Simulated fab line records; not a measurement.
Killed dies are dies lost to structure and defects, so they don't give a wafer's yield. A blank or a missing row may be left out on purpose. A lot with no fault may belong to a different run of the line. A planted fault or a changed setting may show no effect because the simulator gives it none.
fab line records | flow sky130
record lots=6 | wafers=18 | lastDay=50
route steps=708 shown RES_XHIGH@339 SD_N@342 SD_P@359 PAD_OPEN@708
lots that met no fault: taken from a fault-free run of the same line
startH: hours from the record's first day to the start of the lot's first wafer shown | waitH: how many hours have passed since the lot's step before this one | " same as the row above | L1.1+2: one row covering several wafers at once | - value missing, or start not given | * or withheld: withheld | < > ~ a bound
route shown NAME@n: a module of which the file shows steps, and the number in the route of the first | usual: mean/standard deviation of fault-free wafers | same: alike in all rows | chamber/n: place in a boat | sites: the reading at each site | _std_site: the standard deviation of these | _edge_site: inner sites' mean taken away from outer sites' mean | radiusMm: for every site, how far away it sits from the centre of the wafer | mask NAME#n: copy n | behind: the most recent tool/chamber to have shaped the wafer | hold: the reason the lot was held/the length of the hold in hours/how it ended | device: transistor that didn't switch, given as n, p or np | end of line: tests run on the same wafers once the route is complete | a step given without rows: its recipe and nothing more | killed: dies that structure and defects cost at the first sort, which is not the same as the wafer's yield | map: a wafer's dies, marking killed ones x, the rest . and places with no die _
set.NAME: the setting the step ran with; set.NAME@STEP: the setting that earlier step ran with | model.NAME: the simulator's own value behind a step, which no gauge read
lots at some steps of the route; a table a step, a row a wafer
services: from which hour (startH, from the record's first day; less than 0 if before it) a tool's chamber was out of use, for how many hours, and why
## steps
# step SKY_RES_XHIGH_IMPLANT_07
# recipe species=BF2 | energyKev=20 | doseCm2=3.6e+14 | tiltDeg=0
# step SKY_RES_XHIGH_STRIP_08
# recipe chemistry=O2/N2 | powerW=1400 | pressureMtorr=1500 | platenTempC=withheld | o2FlowSccm=3000 | n2FlowSccm=300 | overashFraction=0.5
# usual chamberPressureMTorr=1499.9/1.3 | drypumpMotorCurrentA=5.5/0.4 | oesProductAu=0.711/0.0046 | stripTimeToEndpointS=14.25/0.046
lot.wafer | tool           | chamber | startH | waitH | chamberPressureMTorr | drypumpMotorCurrentA | oesProductAu | rfHoursCounterH | stripTimeToEndpointS
L446.2    | plasmaAsher-04 | 1       | 604.61 | 0.1   | 1498.7               | 5.7                  | 0.707        | 88              | 14.25
L446.3    | "              | 1       | "      | "     | 1498.4               | 5.8                  | 0.705        | -               | 14.24
L446.6    | "              | 0       | "      | "     | 1503.9               | 6.0                  | 0.714        | -               | 14.23
L448.1    | plasmaAsher-01 | 1       | 621.96 | 0.1   | 1501.2               | 5.7                  | 0.715        | 51              | 14.30
L448.3    | "              | 0       | "      | "     | 1500.0               | 5.0                  | 0.718        | -               | 14.32
L448.5    | "              | 1       | "      | "     | 1497.3               | 5.8                  | 0.712        | -               | 14.32
L462.3    | plasmaAsher-03 | 0       | 740.59 | 0.1   | 1499.5               | 5.1                  | 0.715        | -               | 14.23
L462.4    | "              | 1       | "      | "     | 1501.8               | 5.7                  | 0.698        | -               | 14.26
L462.6    | "              | 1       | "      | "     | 1500.0               | 5.7                  | 0.712        | -               | 14.28
L464.1    | plasmaAsher-04 | 0       | 756.26 | 0.1   | 1500.8               | 6.0                  | 0.714        | 1               | 14.30
L464.3    | "              | 1       | "      | "     | 1499.7               | 5.8                  | 0.720        | -               | 14.31
L464.5    | "              | 1       | "      | "     | 1499.8               | 5.8                  | 0.714        | -               | 14.30
L469.2    | plasmaAsher-01 | 1       | 807.16 | 0.1   | 1501.5               | 5.8                  | 0.703        | 70              | 14.24
L469.3    | "              | 1       | "      | "     | 1501.5               | 5.8                  | 0.712        | -               | 14.27
L469.4    | "              | 0       | "      | "     | 1500.5               | 4.9                  | 0.709        | -               | 14.20
L468.3    | plasmaAsher-04 | 0       | 811.05 | 0.1   | 1500.4               | 6.0                  | 0.709        | -               | 14.20
L468.4    | "              | 1       | "      | "     | 1498.5               | 5.8                  | 0.700        | -               | 14.20
L468.6    | "              | 1       | "      | "     | 1500.3               | 5.7                  | 0.709        | -               | 14.26
# step SKY_RES_XHIGH_TW_MEAS_09
# usual RES_XHIGH_TW=1620/29
lot.wafer | tool         | chamber | startH | waitH | RES_XHIGH_TW
L446.2    | filmMetro-04 | -       | 604.72 | 0.1   | 1651
L446.3    | "            | -       | "      | "     | 1656
L446.6    | "            | -       | "      | "     | 1647
L448.1    | filmMetro-02 | -       | 622.06 | 0.1   | 1643
L448.3    | "            | -       | "      | "     | 1648
L448.5    | "            | -       | "      | "     | 1653
L462.3    | filmMetro-04 | -       | 740.68 | 0.1   | 1648
L462.4    | "            | -       | "      | "     | 1651
L462.6    | "            | -       | "      | "     | 1657
L464.1    | filmMetro-02 | -       | 756.36 | 0.1   | 1640
L464.3    | "            | -       | "      | "     | 1641
L464.5    | "            | -       | "      | "     | 1643
L469.2    | filmMetro-01 | -       | 807.27 | 0.1   | 1585
L469.3    | "            | -       | "      | "     | 1592
L469.4    | "            | -       | "      | "     | 1588
L468.3    | filmMetro-02 | -       | 811.13 | 0.1   | 1630
L468.4    | "            | -       | "      | "     | 1635
L468.6    | "            | -       | "      | "     | 1637
# step SKY_SD_N_DEHYDRATE_00
# recipe tempC=200 | timeS=60
# step SKY_SD_N_HMDS_01
# recipe primeTimeS=60 | primeTempC=120
# step SKY_SD_N_COAT_02
# recipe resist=NOVOLAK | spinRpm=3000 | resistThkNm=1140
# step SKY_SD_N_SOFTBAKE_03
# recipe tempC=90 | timeS=60 | resist=NOVOLAK
# step SKY_SD_N_EXPOSE_04
# recipe maskId=NSDM | na=0.6 | sourceShape=conventional | sigmaOuter=0.6 | polarization=unpolarized | targetCdNm=380 | doseMj=141
# step SKY_SD_N_PEB_05
# recipe tempC=withheld | timeS=* | resist=NOVOLAK
# step SKY_SD_N_DEVELOP_06
# recipe resist=NOVOLAK | developer=TMAH | developTimeS=60 | devTempC=23
# step SKY_SD_N_CD_MEAS_07
# recipe targetCdNm=380
# usual cdNm=379.9/2.6
lot.wafer | tool     | chamber | startH | waitH | cdNm
L446.2    | cdSem-01 | -       | 632.70 | 0.1   | 379.5
L446.3    | "        | -       | "      | "     | 379.6
L446.6    | "        | -       | "      | "     | 379.9
L448.1    | cdSem-01 | -       | 650.06 | 0.1   | 386.2
L448.3    | "        | -       | "      | "     | 386.0
L448.5    | "        | -       | "      | "     | 387.1
L462.3    | cdSem-02 | -       | 767.80 | 0.1   | 380.3
L462.4    | "        | -       | "      | "     | 384.6
L462.6    | "        | -       | "      | "     | 381.2
L464.1    | cdSem-01 | -       | 783.19 | 0.1   | 373.8
L464.3    | "        | -       | "      | "     | 376.1
L464.5    | "        | -       | "      | "     | 373.4
L469.2    | cdSem-01 | -       | 833.25 | 0.1   | 376.9
L469.3    | "        | -       | "      | "     | 377.9
L469.4    | "        | -       | "      | "     | 379.9
L468.3    | cdSem-01 | -       | 837.47 | 0.1   | 381.5
L468.4    | "        | -       | "      | "     | 378.9
L468.6    | "        | -       | "      | "     | 381.4
# step SKY_SD_N_OVL_MEAS_08
# usual SD_N_OVL=0.0/1.2
lot.wafer | tool       | chamber | startH | waitH | SD_N_OVL[nm]
L446.2    | overlay-01 | -       | 632.80 | 0.1   | -0.3
L446.3    | "          | -       | "      | "     | -0.8
L446.6    | "          | -       | "      | "     | -0.2
L448.1    | overlay-01 | -       | 650.18 | 0.1   | 2.4
L448.3    | "          | -       | "      | "     | 1.5
L448.5    | "          | -       | "      | "     | -1.6
L462.3    | overlay-02 | -       | 767.89 | 0.1   | -1.6
L462.4    | "          | -       | "      | "     | 0.0
L462.6    | "          | -       | "      | "     | -2.7
L464.1    | overlay-02 | -       | 783.31 | 0.1   | -1.7
L464.3    | "          | -       | "      | "     | -0.9
L464.5    | "          | -       | "      | "     | -0.4
L469.2    | overlay-02 | -       | 833.35 | 0.1   | -1.8
L469.3    | "          | -       | "      | "     | 0.0
L469.4    | "          | -       | "      | "     | -2.1
L468.3    | overlay-01 | -       | 837.56 | 0.1   | 0.0
L468.4    | "          | -       | "      | "     | 0.2
L468.6    | "          | -       | "      | "     | 1.5
# step SKY_SD_N_IMPLANT_09
# recipe species=As | energyKev=50 | doseCm2=4e+15 | tiltDeg=0
# usual doseIonsCm2=4.001e+15/4.3e+12 | faradayCurrentUA=12031/440
lot.wafer | tool         | chamber | startH | waitH | doseIonsCm2 | faradayCurrentUA
L446.2    | implanter-04 | 0       | 632.86 | 0.0   | 3.998e+15   | 11639
L446.3    | "            | 0       | "      | "     | 4e+15       | 11709
L446.6    | "            | 0       | "      | "     | 4.006e+15   | 11807
L448.1    | implanter-03 | 0       | 650.22 | 0.0   | 4.003e+15   | 12277
L448.3    | "            | 0       | "      | "     | 4.008e+15   | 12319
L448.5    | "            | 0       | "      | "     | 4.006e+15   | 12993
L462.3    | implanter-04 | 0       | 767.97 | 0.1   | 3.734e+15   | 11615
L462.4    | "            | 0       | "      | "     | 3.735e+15   | 12204
L462.6    | "            | 0       | "      | "     | 3.734e+15   | 11839
L464.1    | implanter-04 | 0       | 783.34 | 0.0   | 3.734e+15   | 11583
L464.3    | "            | 0       | "      | "     | 3.733e+15   | 11850
L464.5    | "            | 0       | "      | "     | 3.735e+15   | 12063
L469.2    | implanter-02 | 0       | 833.41 | 0.0   | 3.998e+15   | 12554
L469.3    | "            | 0       | "      | "     | 3.998e+15   | 12210
L469.4    | "            | 0       | "      | "     | 3.999e+15   | 12639
L468.3    | implanter-02 | 0       | 837.63 | 0.1   | 4.006e+15   | 12190
L468.4    | "            | 0       | "      | "     | 4.008e+15   | 12145
L468.6    | "            | 0       | "      | "     | 4.004e+15   | 12520
# step SKY_SD_N_IMPLANT_10
# recipe species=P | energyKev=20 | doseCm2=1e+14 | tiltDeg=0
# step SKY_SD_N_STRIP_11
# recipe chemistry=O2/N2 | powerW=1400 | pressureMtorr=1500 | platenTempC=withheld | o2FlowSccm=3000 | n2FlowSccm=300 | overashFraction=0.5
# usual chamberPressureMTorr=1500.1/1.3 | drypumpMotorCurrentA=5.7/0.44 | oesProductAu=0.527/0.0051 | stripTimeToEndpointS=22.55/0.045
lot.wafer | tool           | chamber | startH | waitH | chamberPressureMTorr | drypumpMotorCurrentA | oesProductAu | rfHoursCounterH | stripTimeToEndpointS
L446.2    | plasmaAsher-02 | 1       | 633.13 | 0.1   | 1500.5               | 5.7                  | 0.538        | 83              | 22.66
L446.3    | "              | 0       | "      | "     | 1498.4               | 6.3                  | 0.532        | -               | 22.65
L446.6    | "              | 0       | "      | "     | 1498.6               | 6.3                  | 0.525        | -               | 22.69
L448.1    | plasmaAsher-01 | 0       | 650.52 | 0.1   | 1501.9               | 5.0                  | 0.527        | 54              | 22.56
L448.3    | "              | 0       | "      | "     | 1499.9               | 5.0                  | 0.535        | -               | 22.53
L448.5    | "              | 1       | "      | "     | 1501.9               | 5.8                  | 0.518        | -               | 22.56
L462.3    | plasmaAsher-01 | 1       | 768.25 | 0.1   | 1501.3               | 5.7                  | 0.529        | -               | 22.36
L462.4    | "              | 0       | "      | "     | 1499.9               | 5.0                  | 0.529        | -               | 22.29
L462.6    | "              | 1       | "      | "     | 1499.7               | 5.7                  | 0.522        | -               | 22.31
L464.1    | plasmaAsher-01 | 0       | 783.64 | 0.1   | 1499.4               | 5.0                  | 0.538        | 67              | 22.29
L464.3    | "              | 0       | "      | "     | 1500.5               | 5.0                  | 0.529        | -               | 22.35
L464.5    | "              | 0       | "      | "     | 1501.4               | 4.9                  | 0.526        | -               | 22.32
L469.2    | plasmaAsher-01 | 1       | 833.68 | 0.1   | 1499.1               | 5.8                  | 0.523        | 72              | 22.46
L469.3    | "              | 1       | "      | "     | 1500.2               | 5.8                  | 0.525        | -               | 22.47
L469.4    | "              | 0       | "      | "     | 1499.3               | 5.0                  | 0.524        | -               | 22.48
L468.3    | plasmaAsher-04 | 1       | 837.92 | 0.1   | 1499.8               | 5.8                  | 0.532        | -               | 22.58
L468.4    | "              | 0       | "      | "     | 1501.4               | 6.0                  | 0.534        | -               | 22.53
L468.6    | "              | 1       | "      | "     | 1500.3               | 5.8                  | 0.528        | -               | 22.55
# step SKY_SD_N_TW_MEAS_12
# usual SD_N_TW=3945/67
lot.wafer | tool         | chamber | startH | waitH | SD_N_TW
L446.2    | filmMetro-02 | -       | 633.24 | 0.1   | 3988
L446.3    | "            | -       | "      | "     | 3976
L446.6    | "            | -       | "      | "     | 3995
L448.1    | filmMetro-02 | -       | 650.62 | 0.1   | 3964
L448.3    | "            | -       | "      | "     | 3988
L448.5    | "            | -       | "      | "     | 3993
L462.3    | filmMetro-01 | -       | 768.34 | 0.1   | 3855
L462.4    | "            | -       | "      | "     | 3868
L462.6    | "            | -       | "      | "     | 3850
L464.1    | filmMetro-04 | -       | 783.74 | 0.1   | 4009
L464.3    | "            | -       | "      | "     | 4009
L464.5    | "            | -       | "      | "     | 4017
L469.2    | filmMetro-04 | -       | 833.79 | 0.1   | 3977
L469.3    | "            | -       | "      | "     | 4007
L469.4    | "            | -       | "      | "     | 3999
L468.3    | filmMetro-04 | -       | 838.00 | 0.1   | 3995
L468.4    | "            | -       | "      | "     | 3974
L468.6    | "            | -       | "      | "     | 4002
# step SKY_SD_N_CLEAN_13
# recipe chemistry=SC1/SC2 | mix=1:4:20 | tempC=70 | timeS=150 | dry=n2Spin
# step SKY_SD_N_RTA_14
# recipe tempC=1075 | timeS=2 | idleTempC=650 | rampUpCPerS=150 | rampDownCPerS=90 | ambient=N2
# usual lampPowerPct=15.73/0.053 | wafer_temp_C_max=1078.0/1.2
lot.wafer | tool         | chamber | startH | waitH | lampPowerPct | wafer_temp_C_max
L446.2    | rtpAnneal-01 | 0       | 633.36 | 0.0   | 15.68        | 1076.4
L446.3    | "            | 0       | "      | "     | 15.75        | 1075.6
L446.6    | "            | 0       | "      | "     | 15.58        | 1079.0
L448.1    | rtpAnneal-01 | 0       | 650.73 | 0.0   | 15.77        | 1078.3
L448.3    | "            | 0       | "      | "     | 15.77        | 1078.4
L448.5    | "            | 0       | "      | "     | 15.63        | 1076.3
L462.3    | rtpAnneal-01 | 0       | 768.45 | 0.0   | 15.70        | 1075.8
L462.4    | "            | 0       | "      | "     | 15.75        | 1077.3
L462.6    | "            | 0       | "      | "     | 15.79        | 1078.3
L464.1    | rtpAnneal-01 | 0       | 783.85 | 0.0   | 15.74        | 1078.7
L464.3    | "            | 0       | "      | "     | 15.71        | 1078.8
L464.5    | "            | 0       | "      | "     | 15.74        | 1078.5
L469.2    | rtpAnneal-01 | 0       | 833.91 | 0.0   | 15.74        | 1079.8
L469.3    | "            | 0       | "      | "     | 15.75        | 1078.0
L469.4    | "            | 0       | "      | "     | 15.71        | 1078.8
L468.3    | rtpAnneal-02 | 0       | 838.12 | 0.0   | 15.75        | 1076.8
L468.4    | "            | 0       | "      | "     | 15.66        | 1076.6
L468.6    | "            | 0       | "      | "     | 15.71        | 1079.3
# step SKY_SD_N_RS_MEAS_16
# recipe thkMeasGauge=four-point-probe
# usual SD_N_RS=68.56/0.11
lot.wafer | tool         | chamber | startH | waitH | SD_N_RS[ohm/sq]
L446.2    | filmMetro-04 | -       | 633.54 | 0.1   | 68.51
L446.3    | "            | -       | "      | "     | 68.51
L446.6    | "            | -       | "      | "     | 68.41
L448.1    | filmMetro-04 | -       | 650.90 | 0.1   | 68.54
L448.3    | "            | -       | "      | "     | 68.74
L448.5    | "            | -       | "      | "     | 68.72
L462.3    | filmMetro-04 | -       | 768.64 | 0.1   | 69.11
L462.4    | "            | -       | "      | "     | 69.10
L462.6    | "            | -       | "      | "     | 68.85
L464.1    | filmMetro-04 | -       | 784.03 | 0.1   | 69.14
L464.3    | "            | -       | "      | "     | 69.10
L464.5    | "            | -       | "      | "     | 69.01
L469.2    | filmMetro-02 | -       | 834.10 | 0.1   | 68.65
L469.3    | "            | -       | "      | "     | 68.64
L469.4    | "            | -       | "      | "     | 68.63
L468.3    | filmMetro-02 | -       | 838.31 | 0.1   | 68.53
L468.4    | "            | -       | "      | "     | 68.43
L468.6    | "            | -       | "      | "     | 68.56
# step SKY_SD_N_RS_MEAS_17
# recipe thkMeasGauge=four-point-probe
# usual SD_P_RS=147.0/0.34
lot.wafer | tool         | chamber | startH | waitH | SD_P_RS[ohm/sq]
L446.2    | filmMetro-04 | -       | 633.66 | 0.1   | 147.2
L446.3    | "            | -       | "      | "     | 147.2
L446.6    | "            | -       | "      | "     | 147.2
L448.1    | filmMetro-04 | -       | 651.02 | 0.1   | 147.6
L448.3    | "            | -       | "      | "     | 147.2
L448.5    | "            | -       | "      | "     | 147.6
L462.3    | filmMetro-04 | -       | 768.76 | 0.1   | 146.3
L462.4    | "            | -       | "      | "     | 146.2
L462.6    | "            | -       | "      | "     | 146.3
L464.1    | filmMetro-04 | -       | 784.15 | 0.1   | 147.7
L464.3    | "            | -       | "      | "     | 147.1
L464.5    | "            | -       | "      | "     | 147.4
L469.2    | filmMetro-02 | -       | 834.22 | 0.1   | 147.6
L469.3    | "            | -       | "      | "     | 146.7
L469.4    | "            | -       | "      | "     | 147.1
L468.3    | filmMetro-02 | -       | 838.43 | 0.1   | 146.9
L468.4    | "            | -       | "      | "     | 146.7
L468.6    | "            | -       | "      | "     | 147.2
# step SKY_PAD_OPEN_PROBE_99
# usual killed_at_M0_to_M3=43/7.3 | killed_at_M4_up=3.0/2 | killedAtContacts=24/5.2 | killedAtFrontEnd=15/4.4 | killedAtOther=0.2/0.48 | killedDies=86/9.1 | killedOpen=47/7.3 | killedShort=38/6.4
# same grossDies=492 | killedAtBackSide=0
lot.wafer | tool      | chamber | startH  | waitH | killed_at_M0_to_M3 | killed_at_M4_up | killedAtContacts | killedAtFrontEnd | killedAtOther | killedDies | killedOpen | killedShort | model.etest.resNdiffHv.rsOhmSq | model.etest.resNdiff.rsOhmSq
L446.2    | prober-02 | -       | 1066.16 | 0.1   | 41                 | 1               | 22               | 13               | 0             | 77         | 39         | 38          | 114.4                          | 121.4
L446.3    | prober-02 | -       | 1066.21 | 0.2   | 51                 | 1               | 22               | 16               | 0             | 90         | 46         | 42          | 114.7                          | 121.5
L446.6    | prober-02 | -       | 1066.36 | 0.2   | 40                 | 2               | 30               | 15               | 0             | 87         | 57         | 30          | 115                            | 120.8
L448.1    | prober-02 | -       | 1076.61 | 0.1   | 39                 | 3               | 31               | 12               | 0             | 85         | 43         | 41          | 113.7                          | 120.3
L448.3    | prober-02 | -       | 1076.71 | 0.2   | 57                 | 4               | 22               | 14               | 1             | 98         | 47         | 48          | 114.7                          | 120.7
L448.5    | prober-02 | -       | 1076.81 | 0.2   | 55                 | 1               | 32               | 15               | 1             | 104        | 65         | 36          | 114.6                          | 120.3
L462.3    | prober-02 | -       | 1164.19 | 0.2   | 34                 | 3               | 16               | 24               | 0             | 77         | 41         | 36          | 114.7                          | 121.7
L462.4    | prober-02 | -       | 1164.24 | 0.2   | 41                 | 4               | 22               | 21               | 0             | 88         | 46         | 39          | 115.2                          | 119.7
L462.6    | prober-02 | -       | 1164.34 | 0.2   | 41                 | 1               | 17               | 20               | 0             | 79         | 47         | 31          | 115.4                          | 122.5
L464.1    | prober-02 | -       | 1171.46 | 0.1   | 49                 | 2               | 19               | 11               | 0             | 81         | 45         | 35          | 116.8                          | 122.2
L464.3    | prober-02 | -       | 1171.56 | 0.2   | 39                 | 3               | 26               | 15               | 0             | 83         | 48         | 35          | 116.3                          | 121.8
L464.5    | prober-02 | -       | 1171.66 | 0.2   | 56                 | 2               | 23               | 8                | 0             | 89         | 48         | 41          | 117.3                          | 122.3
L469.2    | prober-02 | -       | 1205.36 | 0.1   | 34                 | 3               | 22               | 14               | 2             | 75         | 44         | 30          | 114.3                          | 119.8
L469.3    | prober-02 | -       | 1205.41 | 0.2   | 43                 | 7               | 17               | 18               | 0             | 85         | 40         | 44          | 114.8                          | 120.5
L469.4    | prober-02 | -       | 1205.46 | 0.2   | 42                 | 3               | 20               | 13               | 0             | 78         | 40         | 37          | 113.2                          | 120.2
L468.3    | prober-02 | -       | 1206.91 | 0.2   | 57                 | 1               | 30               | 20               | 0             | 108        | 65         | 43          | 115.4                          | 119.4
L468.4    | prober-02 | -       | 1206.96 | 0.2   | 41                 | 4               | 37               | 17               | 0             | 99         | 57         | 42          | 114.5                          | 120.1
L468.6    | prober-02 | -       | 1207.06 | 0.2   | 37                 | 3               | 18               | 19               | 0             | 77         | 44         | 33          | 114.7                          | 120.5
# killed by level:class
L446.2 VIA1:geometricParticle:open=13 LI_CONTACT:geometricParticle:open=8 METAL1:geometricParticle:short=8 FIELD_ISO:geometricParticle:short=6 VIA1:geometricParticle:short=6 CONTACT:geometricParticle:short=5 CONTACT:geometricParticle:open=5 POLY_GATE:geometricParticle:short=4
L446.3 VIA2:geometricParticle:open=11 VIA3:geometricParticle:open=9 CONTACT:geometricParticle:open=8 LI_CONTACT:geometricParticle:short=6 VIA1:geometricParticle:open=6 METAL1:geometricParticle:short=5 METAL2:geometricParticle:short=5 VIA3:geometricParticle:short=5
L446.6 VIA1:geometricParticle:open=13 LI_CONTACT:geometricParticle:open=9 VIA2:geometricParticle:open=9 CONTACT:geometricParticle:open=8 VIA3:geometricParticle:open=6 LOCAL_INTERCONNECT:geometricParticle:short=5 POLY_GATE:geometricParticle:open=4 CONTACT:geometricParticle:short=4
L448.1 LI_CONTACT:geometricParticle:open=10 VIA3:geometricParticle:open=7 LI_CONTACT:geometricParticle:short=6 CONTACT:geometricParticle:short=5 CONTACT:geometricParticle:open=5 METAL1:geometricParticle:short=5 VIA1:geometricParticle:open=5 METAL2:geometricParticle:short=5
L448.3 METAL2:geometricParticle:short=14 VIA1:geometricParticle:open=13 CONTACT:geometricParticle:open=9 LI_CONTACT:geometricParticle:open=8 VIA1:geometricParticle:short=7 FIELD_ISO:geometricParticle:open=5 VIA2:geometricParticle:open=5 METAL4:geometricParticle:short=4
L448.5 VIA1:geometricParticle:open=17 CONTACT:geometricParticle:open=15 VIA3:geometricParticle:open=7 VIA2:geometricParticle:open=7 LI_CONTACT:geometricParticle:open=6 FIELD_ISO:geometricParticle:open=5 LOCAL_INTERCONNECT:geometricParticle:short=5 POLY_GATE:geometricParticle:short=4
L462.3 POLY_GATE:geometricParticle:open=7 POLY_GATE:geometricParticle:short=6 VIA3:geometricParticle:open=6 FIELD_ISO:geometricParticle:open=5 LI_CONTACT:geometricParticle:open=5 VIA1:geometricParticle:open=5 VIA2:geometricParticle:open=5 LOCAL_INTERCONNECT:geometricParticle:short=4
L462.4 VIA3:geometricParticle:open=9 CONTACT:geometricParticle:open=9 FIELD_ISO:geometricParticle:open=7 METAL1:geometricParticle:short=6 VIA1:geometricParticle:short=6 POLY_GATE:geometricParticle:short=5 LI_CONTACT:geometricParticle:open=5 VIA1:geometricParticle:open=5
L462.6 VIA3:geometricParticle:open=11 FIELD_ISO:geometricParticle:open=7 LI_CONTACT:geometricParticle:open=7 VIA1:geometricParticle:open=7 FIELD_ISO:geometricParticle:short=6 CONTACT:geometricParticle:open=6 VIA2:geometricParticle:open=6 VIA3:geometricParticle:short=5
L464.1 VIA1:geometricParticle:open=10 VIA2:geometricParticle:open=10 CONTACT:geometricParticle:open=9 VIA3:geometricParticle:open=6 CONTACT:geometricParticle:short=5 VIA1:geometricParticle:short=5 METAL2:geometricParticle:short=5 FIELD_ISO:geometricParticle:short=4
L464.3 CONTACT:geometricParticle:open=11 VIA1:geometricParticle:open=8 FIELD_ISO:geometricParticle:open=7 LI_CONTACT:geometricParticle:open=7 METAL3:geometricParticle:short=6 METAL1:geometricParticle:short=5 METAL2:geometricParticle:short=5 LOCAL_INTERCONNECT:geometricParticle:short=4
L464.5 VIA1:geometricParticle:open=10 VIA2:geometricParticle:open=9 METAL3:geometricParticle:short=8 LI_CONTACT:geometricParticle:open=8 CONTACT:geometricParticle:open=8 METAL2:geometricParticle:short=7 VIA2:geometricParticle:short=7 VIA3:geometricParticle:open=6
L469.2 VIA1:geometricParticle:open=7 POLY_GATE:geometricParticle:open=6 CONTACT:geometricParticle:open=6 CONTACT:geometricParticle:short=6 VIA2:geometricParticle:open=5 VIA3:geometricParticle:short=5 VIA3:geometricParticle:open=5 LI_CONTACT:geometricParticle:open=4
L469.3 VIA1:geometricParticle:open=9 FIELD_ISO:geometricParticle:short=8 LI_CONTACT:geometricParticle:open=7 METAL1:geometricParticle:short=6 METAL2:geometricParticle:short=6 VIA2:geometricParticle:open=5 CONTACT:geometricParticle:open=4 VIA2:geometricParticle:short=4
L469.4 VIA1:geometricParticle:open=8 METAL2:geometricParticle:short=7 CONTACT:geometricParticle:open=6 LI_CONTACT:geometricParticle:open=5 VIA3:geometricParticle:open=5 POLY_GATE:geometricParticle:open=4 LI_CONTACT:geometricParticle:short=4 METAL3:geometricParticle:short=4
L468.3 CONTACT:geometricParticle:open=14 VIA3:geometricParticle:open=10 VIA2:geometricParticle:open=10 LI_CONTACT:geometricParticle:open=9 VIA1:geometricParticle:open=9 FIELD_ISO:geometricParticle:short=7 VIA1:geometricParticle:short=7 METAL2:geometricParticle:short=7
L468.4 CONTACT:geometricParticle:open=12 LI_CONTACT:geometricParticle:open=10 VIA1:geometricParticle:open=9 METAL2:geometricParticle:short=7 LOCAL_INTERCONNECT:geometricParticle:short=6 POLY_GATE:geometricParticle:open=5 VIA1:geometricParticle:short=5 CONTACT:geometricParticle:short=5
L468.6 LI_CONTACT:geometricParticle:open=7 VIA2:geometricParticle:open=7 VIA1:geometricParticle:open=6 VIA3:geometricParticle:open=6 POLY_GATE:geometricParticle:short=5 CONTACT:geometricParticle:open=5 METAL2:geometricParticle:short=4 METAL3:geometricParticle:short=4
## services
tool           | chamber | startH | hours | kind
implanter-02   | -       | 623.75 | 19.9  | repair
plasmaAsher-01 | -       | 625.81 | 5.2   | repair
plasmaAsher-03 | -       | 640.19 | 10.2  | repair
rtpAnneal-01   | -       | 664.84 | 2.9   | pm
plasmaAsher-02 | -       | 671.01 | 5.6   | repair
implanter-02   | -       | 674.17 | 3.8   | pm
implanter-04   | -       | 703.77 | 1.0   | repair
implanter-02   | -       | 711.61 | 24.6  | pm
implanter-04   | -       | 730.72 | 4.2   | pm
plasmaAsher-04 | -       | 733.75 | 9.0   | pm
plasmaAsher-04 | 0       | 733.75 | 9.0   | ventCycle
plasmaAsher-01 | -       | 735.04 | 12.5  | repair
implanter-04   | -       | 738.61 | 1.4   | repair
plasmaAsher-04 | -       | 747.99 | 0.4   | repair
plasmaAsher-03 | -       | 759.09 | 3.2   | repair
implanter-04   | -       | 759.70 | 8.1   | pm
plasmaAsher-03 | -       | 761.36 | 3.7   | repair
implanter-03   | -       | 761.55 | 3.7   | pm
plasmaAsher-04 | -       | 764.22 | 29.1  | pm
implanter-04   | -       | 792.91 | 4.2   | pm
plasmaAsher-04 | -       | 793.30 | 14.6  | pm
plasmaAsher-03 | -       | 810.93 | 2.8   | pm
implanter-04   | -       | 819.92 | 5.0   | repair
implanter-03   | -       | 832.90 | 2.0   | repair
## key
firstSign step=SKY_SD_N_IMPLANT_09 | reading=doseIonsCm2 | direction=down | sigmas=62 | usual=* | struck=*
effect step=SKY_SD_N_STRIP_11 | reading=stripTimeToEndpointS | direction=down | sigmas=5.1 | usual=* | struck=*
effect step=SKY_SD_N_RS_MEAS_16 | reading=SD_N_RS | direction=up | sigmas=4.6 | usual=68.56 | struck=69.05
modelEffect step=SKY_PAD_OPEN_PROBE_99 | value=etest.resNdiffHv.rsOhmSq | without=114.1 | struck=115.9
metAt SKY_SD_N_IMPLANT_09
struckWafers L462.3,L462.4,L462.6,L464.1,L464.3,L464.5
testerLeftOut L462,L464
onsetBetween 632.86 767.97
fault kind=processParameterDrift | tool=implanter-04 | chamber=- | onsetH=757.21 | steps=SKY_SD_N_IMPLANT_09 | channel=doseCm2 | offset=* | shape=step | endH=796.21 | actsIn=* | stated=*
# testerLeftOut: of these lots the tester's yield and bins aren't shown, on N5 and GAA mostly nor the transistor test; their killed dies are dies lost to structure and defects alone, not to doping, threshold or leakage, so they don't give the yield
